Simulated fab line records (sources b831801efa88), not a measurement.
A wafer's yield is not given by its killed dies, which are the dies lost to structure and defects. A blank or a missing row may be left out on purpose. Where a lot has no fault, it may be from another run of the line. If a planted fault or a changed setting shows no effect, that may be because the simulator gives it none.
fab line records -- flow sfqLine
record lots=6, wafers=18, lastDay=97
route steps=325 shown I3@143 M4@148 I4@163 JJ@178 M8@325
lots with no fault: from the same line, run without faults
startH: hours from the record's opening day to when the first of the lot's shown wafers began -- waitH: hours from the lot's prior step to this one -- " same as the row above -- L1.1+2: a single row standing in for several wafers -- - either no value or no given start -- * or withheld: withheld -- < > ~ a bound
route shown NAME@n: names a module that has steps shown in the file, with the first one's number in the route -- usual: mean/standard deviation taken from wafers without a fault -- same: alike in all rows -- chamber/n: place in a boat -- sites: the reading at each site -- _std_site: the values' standard deviation -- _edge_site: inner sites' mean taken away from outer sites' mean -- radiusMm: how far each site lies from the wafer's centre -- mask NAME#n: copy n -- behind: the most recent tool/chamber to have shaped the wafer -- hold: cause of the lot's hold/its duration in hours/its outcome -- device: transistor that didn't switch, given as n, p or np -- end of line: the same wafers' tests at the end of the route -- a step with no rows: only its recipe -- killed: dies that structure and defects cost at the first sort, which is not the same as the wafer's yield -- map: shows each die of a wafer: x if killed, . if not, _ if none is there
set.NAME: setting as actually run; set.NAME@STEP: the setting as run at that earlier step -- model.NAME: the simulator's own value behind a step, which no gauge read
a table for each step, a row for each wafer; lots at some steps of the route
services: the hour from which a tool's chamber was out of use, counted from the record's first day as startH (under 0 if before that day), plus the number of hours and why
## steps
# step SFQ_I3_OVL_MEAS_923
# usual I3_OVL=0/4.8
lot.wafer,tool,chamber,startH,waitH,I3_OVL[nm]
L304.3,overlay-01,-,1131.16,0.1,-1
L304.4,overlay-01,-,1131.16,0.1,-2
L304.6,overlay-01,-,1131.16,0.1,-2
L305.2,overlay-01,-,1132.36,0.1,3
L305.3,overlay-01,-,1132.36,0.1,-1
L305.4,overlay-01,-,1132.36,0.1,-3
L307.1,overlay-01,-,1153.80,0.1,2
L307.2,overlay-01,-,1153.80,0.1,1
L307.5,overlay-01,-,1153.80,0.1,2
L309.2,overlay-02,-,1173.31,0.1,5
L309.4,overlay-02,-,1173.31,0.1,7
L309.5,overlay-02,-,1173.31,0.1,-4
L314.1,overlay-01,-,1368.64,0.1,-2
L314.2,overlay-01,-,1368.64,0.1,2
L314.6,overlay-01,-,1368.64,0.1,5
L324.1,overlay-02,-,1445.57,0.1,2
L324.5,overlay-02,-,1445.57,0.1,0
L324.6,overlay-02,-,1445.57,0.1,-5
# step SFQ_TRILAYER_I3_VIA_BARC_OPEN_VIA_ETCH_121
# recipe maskMaterial=PR, chemistry=O2, targetDepthNm=125, target=BARC, sourceW=500, biasW=80, pressureMtorr=31.19, timeS=41.7
# step SFQ_TRILAYER_I3_VIA_ETCH_VIA_ETCH_088
# recipe target=SiO2, stopOn=Nb, maskMaterial=PR, taperDeg=20, chemistry=CHF3, targetDepthNm=260, sourceW=500, biasW=80, pressureMtorr=30, timeS=withheld
# usual biasW=80.00/0.24, drypumpMotorCurrentA=5.8/0.61, oesProductAu=0.855/0.0052
lot.wafer,tool,chamber,startH,waitH,biasW,drypumpMotorCurrentA,oesProductAu
L304.3,rieDiel-03,1,1131.23,0.0,79.89,6.3,0.857
L304.4,rieDiel-03,2,1131.23,0.0,80.26,6.4,0.851
L304.6,rieDiel-03,1,1131.23,0.0,80.29,6.3,0.853
L305.2,rieDiel-04,1,1132.43,0.0,79.87,5.4,0.854
L305.3,rieDiel-04,3,1132.43,0.0,80.04,4.7,0.855
L305.4,rieDiel-04,2,1132.43,0.0,79.54,6.4,0.858
L307.1,rieDiel-04,0,1153.88,0.0,79.87,5.7,0.856
L307.2,rieDiel-04,3,1153.88,0.0,80.07,4.7,0.857
L307.5,rieDiel-04,1,1153.88,0.0,80.18,5.4,0.862
L309.2,rieDiel-04,3,1173.38,0.0,79.72,4.7,0.859
L309.4,rieDiel-04,2,1173.38,0.0,80.25,6.4,0.858
L309.5,rieDiel-04,3,1173.38,0.0,80.07,4.7,0.853
L314.1,rieDiel-04,1,1368.72,0.0,79.67,5.4,0.855
L314.2,rieDiel-04,0,1368.72,0.0,79.73,5.7,0.849
L314.6,rieDiel-04,1,1368.72,0.0,79.73,5.4,0.864
L324.1,rieDiel-03,1,1445.65,0.0,80.45,6.3,0.855
L324.5,rieDiel-03,3,1445.65,0.0,79.90,4.8,0.853
L324.6,rieDiel-03,0,1445.65,0.0,79.97,5.6,0.851
# step SFQ_TRILAYER_I3_VIA_STRIP_STRIP_089
# recipe gas=O2, powerW=200, platenTempC=40, overashFraction=0.65, chemistry=O2, pressureMtorr=50
# step SFQ_TRILAYER_I3_VIA_STRIP_SOLV_CLEAN_090
# recipe chemistry=NMP, tempC=70, timeS=600
# step SFQ_TRILAYER_M4_DEP_PRE_CLEAN_092
# recipe gas=Ar, timeS=22.5, biasV=250
# step SFQ_TRILAYER_M4_DEP_SPUTTER_091
# recipe material=Nb, basePressurePa=1.33e-06, chamberPressurePa=0.1333, substrateTempC=20, resputterCathodeVoltageV=400, targetThkNm=200, powerW=2000, timeS=133.3
# step SFQ_M4_RS_MEAS_924
# recipe thkMeasGauge=four-point-probe, reads=Nb_of_TRILAYER_M4_DEP_SPUTTER_091
# usual M4_NB_RS=0.891/0.0073
lot.wafer,tool,chamber,startH,waitH,M4_NB_RS[ohm/sq]
L304.3,filmMetro-04,-,1132.29,0.1,0.888
L304.4,filmMetro-04,-,1132.29,0.1,0.886
L304.6,filmMetro-04,-,1132.29,0.1,0.889
L305.2,filmMetro-02,-,1133.47,0.1,0.906
L305.3,filmMetro-02,-,1133.47,0.1,0.896
L305.4,filmMetro-02,-,1133.47,0.1,0.907
L307.1,filmMetro-01,-,1155.49,0.0,0.884
L307.2,filmMetro-01,-,1155.49,0.0,0.883
L307.5,filmMetro-01,-,1155.49,0.0,0.878
L309.2,filmMetro-01,-,1174.41,0.1,0.898
L309.4,filmMetro-01,-,1174.41,0.1,0.892
L309.5,filmMetro-01,-,1174.41,0.1,0.890
L314.1,filmMetro-01,-,1369.73,0.0,0.881
L314.2,filmMetro-01,-,1369.73,0.0,0.882
L314.6,filmMetro-01,-,1369.73,0.0,0.892
L324.1,filmMetro-02,-,1446.65,0.0,0.899
L324.5,filmMetro-02,-,1446.65,0.0,0.892
L324.6,filmMetro-02,-,1446.65,0.0,0.907
# step SFQ_TRILAYER_M4_LITHO_COAT_098
# recipe resist=BARC, spinRpm=3000, resistThkNm=62
# step SFQ_TRILAYER_M4_LITHO_COAT_093
# recipe resist=KrF, spinRpm=3000, resistThkNm=600
# step SFQ_TRILAYER_M4_LITHO_SOFTBAKE_097
# recipe tempC=withheld, timeS=withheld, resist=KrF
# step SFQ_TRILAYER_M4_LITHO_EXPOSE_094
# recipe maskId=M4, na=0.6, sourceShape=conventional, sigmaOuter=0.65, targetCdNm=500, doseMj=14.4
# usual reticleTempC=23.00/0.12
lot.wafer,tool,chamber,startH,waitH,mask,reticleTempC
L304.3,krfScanner-02,0,1275.22,-,M4#0,23.00
L304.4,krfScanner-02,0,1275.22,-,M4#0,22.96
L304.6,krfScanner-02,0,1275.22,-,M4#0,22.90
L305.2,krfScanner-02,0,1278.62,-,M4#0,22.92
L305.3,krfScanner-02,0,1278.62,-,M4#0,23.00
L305.4,krfScanner-02,0,1278.62,-,M4#0,23.03
L307.1,krfScanner-02,0,1297.62,-,M4#0,22.92
L307.2,krfScanner-02,0,1297.62,-,M4#0,22.84
L307.5,krfScanner-02,0,1297.62,-,M4#0,22.80
L309.2,krfScanner-02,0,1308.75,-,M4#0,23.10
L309.4,krfScanner-02,0,1308.75,-,M4#0,22.99
L309.5,krfScanner-02,0,1308.75,-,M4#0,22.98
L314.1,krfScanner-01,0,1370.66,-,M4#0,22.90
L314.2,krfScanner-01,0,1370.66,-,M4#0,23.00
L314.6,krfScanner-01,0,1370.66,-,M4#0,23.01
L324.1,krfScanner-01,0,1465.57,-,M4#0,23.05
L324.5,krfScanner-01,0,1465.57,-,M4#0,22.92
L324.6,krfScanner-01,0,1465.57,-,M4#0,23.12
# step SFQ_TRILAYER_M4_LITHO_PEB_096
# recipe pebTempC=115, pebTimeS=60, resist=KrF
# step SFQ_TRILAYER_M4_LITHO_DEVELOP_095
# recipe timeS=60, resist=KrF
# step SFQ_M4_OVL_MEAS_926
# usual M4_OVL=-4/6.2
lot.wafer,tool,chamber,startH,waitH,M4_OVL[nm]
L304.3,overlay-02,-,1276.33,0.1,-6
L304.4,overlay-02,-,1276.33,0.1,-11
L304.6,overlay-02,-,1276.33,0.1,-8
L305.2,overlay-02,-,1279.93,0.1,-8
L305.3,overlay-02,-,1279.93,0.1,-5
L305.4,overlay-02,-,1279.93,0.1,-12
L307.1,overlay-02,-,1299.12,0.1,2
L307.2,overlay-02,-,1299.12,0.1,5
L307.5,overlay-02,-,1299.12,0.1,-3
L309.2,overlay-02,-,1310.06,0.1,-14
L309.4,overlay-02,-,1310.06,0.1,-12
L309.5,overlay-02,-,1310.06,0.1,-14
L314.1,overlay-02,-,1372.16,0.1,-2
L314.2,overlay-02,-,1372.16,0.1,-3
L314.6,overlay-02,-,1372.16,0.1,-6
L324.1,overlay-01,-,1467.07,0.1,2
L324.5,overlay-01,-,1467.07,0.1,8
L324.6,overlay-01,-,1467.07,0.1,12
# step SFQ_TRILAYER_M4_BARC_OPEN_METAL_ETCH_123
# recipe maskMaterial=PR, chemistry=O2, targetDepthNm=125, target=BARC, icpW=600, biasW=80, pressureMtorr=10, timeS=41.7
# usual biasW=79.97/0.23, drypumpMotorCurrentA=5.6/0.53, oesProductAu=0.685/0.0045
lot.wafer,tool,chamber,startH,waitH,biasW,drypumpMotorCurrentA,oesProductAu,rfHoursCounterH,model.M4.cdNm
L304.3,rieMetal-04,1,1276.38,0.0,79.82,6.2,0.681,-,498.8
L304.4,rieMetal-04,0,1276.38,0.0,79.95,5.6,0.685,-,499.5
L304.6,rieMetal-04,1,1276.38,0.0,80.20,6.2,0.687,-,499.7
L305.2,rieMetal-03,1,1279.96,0.0,80.51,4.8,0.680,14,497.1
L305.3,rieMetal-03,1,1279.96,0.0,79.83,4.8,0.684,-,499
L305.4,rieMetal-03,0,1279.96,0.0,80.15,5.6,0.682,-,497.7
L307.1,rieMetal-02,0,1299.16,0.0,79.98,6.0,0.684,38,444.2
L307.2,rieMetal-02,1,1299.16,0.0,80.32,6.3,0.687,15,439.9
L307.5,rieMetal-02,1,1299.16,0.0,80.09,6.3,0.682,-,468.5
L309.2,rieMetal-03,0,1310.09,0.0,79.71,5.5,0.676,91,480.3
L309.4,rieMetal-03,0,1310.09,0.0,79.94,5.5,0.693,-,459.4
L309.5,rieMetal-03,0,1310.09,0.0,79.73,5.5,0.685,-,433.6
L314.1,rieMetal-02,1,1372.19,0.0,79.56,6.3,0.692,24,500
L314.2,rieMetal-02,0,1372.19,0.0,80.15,6.0,0.683,47,499.2
L314.6,rieMetal-02,0,1372.19,0.0,80.12,6.0,0.687,-,500.8
L324.1,rieMetal-02,1,1467.11,0.0,79.81,6.3,0.680,37,498.9
L324.5,rieMetal-02,1,1467.11,0.0,79.81,6.3,0.691,-,499.7
L324.6,rieMetal-02,0,1467.11,0.0,79.66,6.0,0.694,-,498.2
# step SFQ_TRILAYER_M4_ETCH_METAL_ETCH_096
# recipe target=Nb, stopOn=SiO2, maskMaterial=PR, chemistry=Cl2/Ar, targetDepthNm=240, icpW=600, biasW=82.12, pressureMtorr=10, timeS=120
# usual biasW=82.12/0.26, drypumpMotorCurrentA=5.6/0.53, oesProductAu=0.894/0.0058
lot.wafer,tool,chamber,startH,waitH,biasW,drypumpMotorCurrentA,oesProductAu,rfHoursCounterH,model.M4.cdNm
L304.3,rieMetal-04,1,1276.46,0.1,82.32,6.2,0.894,-,499.3
L304.4,rieMetal-04,0,1276.46,0.1,82.27,5.6,0.897,-,498.8
L304.6,rieMetal-04,1,1276.46,0.1,82.42,6.2,0.891,-,499.3
L305.2,rieMetal-03,1,1280.02,0.0,82.08,4.9,0.884,14,496.6
L305.3,rieMetal-03,1,1280.02,0.0,82.34,4.8,0.889,-,498.5
L305.4,rieMetal-03,0,1280.02,0.0,81.56,5.5,0.884,-,496.7
L307.1,rieMetal-02,0,1299.22,0.0,81.80,6.1,0.899,38,444.1
L307.2,rieMetal-02,1,1299.22,0.0,82.15,6.3,0.901,15,440.3
L307.5,rieMetal-02,1,1299.22,0.0,82.12,6.3,0.903,-,469.1
L309.2,rieMetal-03,0,1310.14,0.0,82.52,5.6,0.886,91,479.8
L309.4,rieMetal-03,0,1310.14,0.0,82.36,5.6,0.896,-,458.4
L309.5,rieMetal-03,0,1310.14,0.0,82.18,5.6,0.891,-,432
L314.1,rieMetal-02,1,1372.25,0.0,82.15,6.3,0.897,24,499.8
L314.2,rieMetal-02,0,1372.25,0.0,82.15,6.0,0.902,47,498.5
L314.6,rieMetal-02,0,1372.25,0.0,82.00,6.0,0.889,-,499.9
L324.1,rieMetal-02,1,1467.17,0.0,82.01,6.3,0.884,37,499.5
L324.5,rieMetal-02,1,1467.17,0.0,81.85,6.3,0.894,-,499.8
L324.6,rieMetal-02,0,1467.17,0.0,81.98,6.1,0.886,-,497.2
# step SFQ_TRILAYER_M4_STRIP_STRIP_097
# recipe gas=O2, powerW=200, platenTempC=40, overashFraction=0.65, chemistry=O2, pressureMtorr=50
# step SFQ_TRILAYER_M4_STRIP_SOLV_CLEAN_098
# recipe chemistry=NMP, tempC=70, timeS=600
# step SFQ_TRILAYER_I4_DEP_PECVD_099
# recipe material=SiO2, tempC=150, timeS=111.11, pressureTorr=2.4, rfW=183.3, precursor=SiH4/N2O, targetThkNm=500
# step SFQ_TRILAYER_I4_CMP_CMP_100
# recipe material=SiO2, downForcePsi=3, platenRpm=60, padVelocityMS=0.94248
# usual motorCurrentA=10.5/1.1, platenRpm=59.99/0.038, timeToEndpointS=218/5.7
lot.wafer,tool,chamber,startH,waitH,motorCurrentA,platenRpm,timeToEndpointS
L304.3,cmp-02,2,1277.90,0.5,9.8,60.00,214
L304.4,cmp-02,3,1277.90,0.5,12.4,59.99,219
L304.6,cmp-02,2,1279.90,2.5,10.5,59.99,219
L305.3,cmp-02,2,1283.40,2.4,9.7,59.98,211
L305.2,cmp-02,3,1283.40,2.4,12.0,59.92,211
L305.4,cmp-02,1,1284.90,3.9,10.3,60.05,215
L307.1,cmp-02,0,1300.70,0.5,9.1,60.04,222
L307.2,cmp-02,1,1300.70,0.5,10.7,59.93,219
L307.5,cmp-02,0,1302.70,2.5,9.1,59.99,220
L309.4,cmp-01,2,1312.59,1.5,12.0,60.04,218
L309.2,cmp-01,0,1313.59,2.5,10.2,59.98,214
L309.5,cmp-01,2,1314.59,3.5,12.7,59.98,208
L314.1,cmp-01,1,1373.23,0.0,10.3,59.99,212
L314.2,cmp-01,2,1373.23,0.0,11.7,59.94,220
L314.6,cmp-01,2,1375.73,2.5,11.8,60.02,217
L324.1,cmp-01,3,1473.94,5.8,10.2,59.97,212
L324.5,cmp-01,1,1474.94,6.8,10.2,59.94,220
L324.6,cmp-01,2,1474.94,6.8,11.5,59.96,224
# step SFQ_I4_BOW_MEAS_927
# recipe mode=bow
# usual I4_BOW=6/9.2
lot.wafer,tool,chamber,startH,waitH,I4_BOW[um]
L304.3,filmMetro-03,-,1280.44,2.0,12
L304.4,filmMetro-03,-,1280.44,2.0,23
L304.6,filmMetro-03,-,1280.44,2.0,28
L305.2,filmMetro-04,-,1286.42,2.0,9
L305.3,filmMetro-04,-,1286.42,2.0,12
L305.4,filmMetro-04,-,1286.42,2.0,-4
L307.1,filmMetro-03,-,1303.20,2.0,1
L307.2,filmMetro-03,-,1303.20,2.0,3
L307.5,filmMetro-03,-,1303.20,2.0,-3
L309.2,filmMetro-04,-,1315.61,1.5,10
L309.4,filmMetro-04,-,1315.61,1.5,-15
L309.5,filmMetro-04,-,1315.61,1.5,1
L314.1,filmMetro-02,-,1376.23,2.5,5
L314.2,filmMetro-02,-,1376.23,2.5,15
L314.6,filmMetro-02,-,1376.23,2.5,3
L324.1,filmMetro-02,-,1475.94,1.5,-10
L324.5,filmMetro-02,-,1475.94,1.5,-14
L324.6,filmMetro-02,-,1475.94,1.5,-9
# step SFQ_TRILAYER_I4_METRO_MEASURE_101
# usual thkNm=200.5/0.98
lot.wafer,tool,chamber,startH,waitH,thkNm
L304.3,filmMetro-03,-,1280.92,0.5,200.8
L304.4,filmMetro-03,-,1280.92,0.5,199.6
L304.6,filmMetro-03,-,1280.92,0.5,200.7
L305.2,filmMetro-04,-,1286.72,0.3,199.6
L305.3,filmMetro-04,-,1286.72,0.3,200.3
L305.4,filmMetro-04,-,1286.72,0.3,200.4
L307.1,filmMetro-03,-,1303.32,0.1,199.5
L307.2,filmMetro-03,-,1303.32,0.1,199.5
L307.5,filmMetro-03,-,1303.32,0.1,200.7
L309.2,filmMetro-04,-,1315.91,0.3,200.3
L309.4,filmMetro-04,-,1315.91,0.3,200.9
L309.5,filmMetro-04,-,1315.91,0.3,199.9
L314.1,filmMetro-02,-,1376.35,0.1,201.9
L314.2,filmMetro-02,-,1376.35,0.1,199.6
L314.6,filmMetro-02,-,1376.35,0.1,200.1
L324.1,filmMetro-02,-,1476.06,0.1,199.4
L324.5,filmMetro-02,-,1476.06,0.1,201.3
L324.6,filmMetro-02,-,1476.06,0.1,199.6
# step SFQ_TRILAYER_I4_VIA_LITHO_COAT_108
# recipe resist=BARC, spinRpm=3000, resistThkNm=62
# step SFQ_TRILAYER_I4_VIA_LITHO_COAT_103
# recipe resist=KrF, spinRpm=3000, resistThkNm=650
# step SFQ_TRILAYER_I4_VIA_LITHO_SOFTBAKE_107
# recipe tempC=withheld, timeS=withheld, resist=KrF
# step SFQ_TRILAYER_I4_VIA_LITHO_EXPOSE_104
# recipe maskId=I4, na=0.6, sourceShape=conventional, sigmaOuter=0.65, targetCdNm=700, doseMj=21.3
# step SFQ_TRILAYER_I4_VIA_LITHO_PEB_106
# recipe pebTempC=115, pebTimeS=60, resist=KrF
# step SFQ_TRILAYER_I4_VIA_LITHO_DEVELOP_105
# recipe timeS=60, resist=KrF
# step SFQ_I4_OVL_MEAS_928
# usual I4_OVL=3/4.5
lot.wafer,tool,chamber,startH,waitH,I4_OVL[nm]
L304.3,overlay-02,-,1426.38,0.1,2
L304.4,overlay-02,-,1426.38,0.1,9
L304.6,overlay-02,-,1426.38,0.1,3
L305.2,overlay-02,-,1433.58,0.1,5
L305.3,overlay-02,-,1433.58,0.1,-4
L305.4,overlay-02,-,1433.58,0.1,6
L307.1,overlay-02,-,1449.27,0.1,7
L307.2,overlay-02,-,1449.27,0.1,6
L307.5,overlay-02,-,1449.27,0.1,5
L309.2,overlay-02,-,1460.76,0.1,3
L309.4,overlay-02,-,1460.76,0.1,2
L309.5,overlay-02,-,1460.76,0.1,1
L314.1,overlay-02,-,1513.33,0.1,1
L314.2,overlay-02,-,1513.33,0.1,2
L314.6,overlay-02,-,1513.33,0.1,1
L324.1,overlay-02,-,1583.38,0.1,7
L324.5,overlay-02,-,1583.38,0.1,4
L324.6,overlay-02,-,1583.38,0.1,12
# step SFQ_TRILAYER_I4_VIA_BARC_OPEN_VIA_ETCH_146
# recipe maskMaterial=PR, chemistry=O2, targetDepthNm=125, target=BARC, sourceW=500, biasW=80, pressureMtorr=30, timeS=41.7
# step SFQ_TRILAYER_I4_VIA_ETCH_VIA_ETCH_106
# recipe target=SiO2, stopOn=Nb, maskMaterial=PR, taperDeg=20, chemistry=CHF3, targetDepthNm=260, sourceW=507.1, biasW=80, pressureMtorr=30, timeS=withheld
# step SFQ_TRILAYER_I4_VIA_STRIP_STRIP_107
# recipe gas=O2, powerW=200, platenTempC=40, overashFraction=0.65, chemistry=O2, pressureMtorr=50
# usual drypumpMotorCurrentA=5.9/0.33, oesProductAu=1.001/0.007
lot.wafer,tool,chamber,startH,waitH,drypumpMotorCurrentA,oesProductAu,rfHoursCounterH
L304.3,rieMetal-04,1,1426.76,-,6.2,1.007,-
L304.4,rieMetal-04,0,1426.76,-,5.5,1.000,-
L304.6,rieMetal-04,0,1426.76,-,5.6,1.000,-
L305.2,rieMetal-02,0,1433.76,-,6.0,1.009,55
L305.3,rieMetal-02,0,1433.76,-,6.0,0.997,-
L305.4,rieMetal-02,1,1433.76,-,6.3,1.004,-
L307.1,rieMetal-02,1,1449.46,-,6.3,0.998,34
L307.2,rieMetal-02,0,1449.46,-,6.1,0.989,57
L307.5,rieMetal-02,0,1449.46,-,6.1,0.987,-
L309.2,rieMetal-01,1,1460.94,-,5.4,0.992,28
L309.4,rieMetal-01,1,1460.94,-,5.4,0.998,-
L309.5,rieMetal-01,1,1460.94,-,5.4,0.987,-
L314.1,rieMetal-02,0,1513.52,-,6.0,0.998,68
L314.2,rieMetal-02,1,1513.52,-,6.3,1.011,42
L314.6,rieMetal-02,0,1513.52,-,6.0,1.007,-
L324.1,rieMetal-02,0,1583.57,-,6.0,1.007,75
L324.5,rieMetal-02,0,1583.57,-,6.0,1.018,-
L324.6,rieMetal-02,1,1583.57,-,6.3,1.002,-
# step SFQ_TRILAYER_I4_VIA_STRIP_SOLV_CLEAN_108
# recipe chemistry=NMP, tempC=70, timeS=600
# step SFQ_TRILAYER_JJ_TRILAYER_DEP_PRE_CLEAN_113
# recipe gas=Ar, timeS=22.5, biasV=250
# step SFQ_TRILAYER_JJ_TRILAYER_DEP_SPUTTER_109
# recipe material=Nb, basePressurePa=1.33e-06, chamberPressurePa=0.1333, substrateTempC=20, targetThkNm=150, powerW=2000, timeS=100
# step SFQ_TRILAYER_JJ_TRILAYER_DEP_SPUTTER_110
# recipe material=Al, basePressurePa=1.33e-06, targetThkNm=8, powerW=500, timeS=10, chamberPressurePa=0.4
# step SFQ_TRILAYER_JJ_TRILAYER_DEP_AL_OXIDATION_111
# recipe pressureMbar=0.014667, oxidationTimeS=600, temperatureK=293
# step SFQ_TRILAYER_JJ_TRILAYER_DEP_SPUTTER_112
# recipe material=Nb, basePressurePa=1.33e-06, chamberPressurePa=0.1333, substrateTempC=20, targetThkNm=170, powerW=2000, timeS=113.3
# usual chamberPressurePa=0.13333/0.00027, throttleValvePct=29.7/0.95
lot.wafer,tool,chamber,startH,waitH,chamberPressurePa,throttleValvePct
L304.3,pvdSputter-03,-,1428.47,0.5,0.13243,30.0
L304.4,pvdSputter-03,-,1428.47,0.5,0.13331,30.9
L304.6,pvdSputter-03,-,1428.47,0.5,0.13306,30.7
L305.2,pvdSputter-04,-,1435.66,0.5,0.13339,29.1
L305.3,pvdSputter-04,-,1435.66,0.5,0.13321,28.4
L305.4,pvdSputter-04,-,1435.66,0.5,0.13323,29.5
L307.1,pvdSputter-05,-,1451.36,0.5,0.13284,31.5
L307.2,pvdSputter-05,-,1451.36,0.5,0.13331,30.6
L307.5,pvdSputter-05,-,1451.36,0.5,0.13336,29.3
L309.2,pvdSputter-03,-,1462.84,0.5,0.13294,30.0
L309.4,pvdSputter-03,-,1462.84,0.5,0.13364,29.7
L309.5,pvdSputter-03,-,1462.84,0.5,0.13352,31.3
L314.1,pvdSputter-03,-,1515.42,0.5,0.13332,28.6
L314.2,pvdSputter-03,-,1515.42,0.5,0.13369,31.0
L314.6,pvdSputter-03,-,1515.42,0.5,0.13337,29.8
L324.1,pvdSputter-04,-,1585.47,0.5,0.1337,30.3
L324.5,pvdSputter-04,-,1585.47,0.5,0.13376,30.4
L324.6,pvdSputter-04,-,1585.47,0.5,0.13355,28.1
# step SFQ_JJ_RS_MEAS_929
# recipe thkMeasGauge=four-point-probe, reads=Nb_of_TRILAYER_JJ_TRILAYER_DEP_SPUTTER_112
# usual JJ_NB_RS=1.051/0.0091
lot.wafer,tool,chamber,startH,waitH,JJ_NB_RS[ohm/sq]
L304.3,filmMetro-03,-,1428.59,0.1,1.055
L304.4,filmMetro-03,-,1428.59,0.1,1.052
L304.6,filmMetro-03,-,1428.59,0.1,1.068
L305.2,filmMetro-03,-,1435.76,0.1,1.042
L305.3,filmMetro-03,-,1435.76,0.1,1.047
L305.4,filmMetro-03,-,1435.76,0.1,1.053
L307.1,filmMetro-03,-,1451.44,0.0,1.034
L307.2,filmMetro-03,-,1451.44,0.0,1.044
L307.5,filmMetro-03,-,1451.44,0.0,1.040
L309.2,filmMetro-02,-,1462.94,0.1,1.048
L309.4,filmMetro-02,-,1462.94,0.1,1.039
L309.5,filmMetro-02,-,1462.94,0.1,1.040
L314.1,filmMetro-02,-,1515.50,0.0,1.053
L314.2,filmMetro-02,-,1515.50,0.0,1.053
L314.6,filmMetro-02,-,1515.50,0.0,1.037
L324.1,filmMetro-01,-,1585.55,0.0,1.057
L324.5,filmMetro-01,-,1585.55,0.0,1.050
L324.6,filmMetro-01,-,1585.55,0.0,1.070
# step SFQ_M8_BOW_MEAS_951
# recipe mode=bow
# usual M8_BOW=9/12
lot.wafer,tool,chamber,startH,waitH,M8_BOW[um],model.etest.m4.ohmUm
L304.3,filmMetro-02,-,2071.44,0.0,12,1.78
L304.4,filmMetro-02,-,2071.44,0.0,24,1.775
L304.6,filmMetro-02,-,2071.44,0.0,28,1.782
L305.2,filmMetro-02,-,2072.59,0.0,4,1.826
L305.3,filmMetro-02,-,2072.59,0.0,7,1.795
L305.4,filmMetro-02,-,2072.59,0.0,-9,1.825
L307.1,filmMetro-03,-,2169.35,0.0,4,1.992
L307.2,filmMetro-03,-,2169.35,0.0,6,2.009
L307.5,filmMetro-03,-,2169.35,0.0,1,1.875
L309.2,filmMetro-03,-,2185.38,0.0,14,1.868
L309.4,filmMetro-03,-,2185.38,0.0,-11,1.946
L309.5,filmMetro-03,-,2185.38,0.0,3,2.06
L314.1,filmMetro-04,-,2211.85,0.0,19,1.761
L314.2,filmMetro-04,-,2211.85,0.0,29,1.772
L314.6,filmMetro-04,-,2211.85,0.0,18,1.784
L324.1,filmMetro-02,-,2325.56,0.0,-10,1.8
L324.5,filmMetro-02,-,2325.56,0.0,-13,1.783
L324.6,filmMetro-02,-,2325.56,0.0,-9,1.823
## services
tool,chamber,startH,hours,kind
krfScanner-02,-,1127.15,1.3,pm
krfScanner-02,-,1132.05,1.0,pm
rieMetal-02,-,1169.69,4.3,pm
rieMetal-03,-,1176.46,2.8,pm
krfScanner-02,-,1189.12,0.8,pm
rieMetal-03,-,1200.11,1.3,repair
krfScanner-02,-,1228.17,0.8,pm
rieMetal-02,1,1242.44,1.6,repair
krfScanner-02,-,1251.77,4.4,pm
rieDiel-04,2,1294.29,6.7,repair
krfScanner-02,-,1300.02,1.3,pm
krfScanner-02,-,1301.32,1.0,pm
rieMetal-02,-,1327.47,1.0,repair
rieDiel-04,-,1334.90,2.8,pm
rieMetal-02,1,1375.93,2.5,repair
krfScanner-02,-,1397.14,0.8,pm
krfScanner-02,-,1420.62,29.0,repair
krfScanner-02,-,1433.36,1.1,repair
rieMetal-03,0,1469.44,3.2,repair
krfScanner-02,-,1469.47,3.3,repair
krfScanner-02,-,1472.79,1.0,pm
krfScanner-02,-,1476.32,1.3,pm
rieMetal-02,1,1501.62,9.2,repair
rieMetal-02,-,1530.57,2.8,pm
## key
firstSign none at tools or gauges
modelEffect step=SFQ_TRILAYER_M4_BARC_OPEN_METAL_ETCH_123, value=M4.cdNm, without=500.2, struck=454.3
modelEffect step=SFQ_TRILAYER_M4_ETCH_METAL_ETCH_096, value=M4.cdNm, without=499.9, struck=453.9
modelEffect step=SFQ_M8_BOW_MEAS_951, value=etest.m4.ohmUm, without=1.776, struck=1.958
metAt SFQ_TRILAYER_M4_LITHO_EXPOSE_094
struckWafers L307.1,L307.2,L307.5,L309.2,L309.4,L309.5
onsetBetween 1278.62 1297.62
fault kind=processParameterDrift, tool=krfScanner-02, chamber=-, onsetH=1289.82, steps=SFQ_TRILAYER_M4_LITHO_EXPOSE_094, channel=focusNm, offset=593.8, spreadByWafer=0.3, shape=step, endH=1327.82
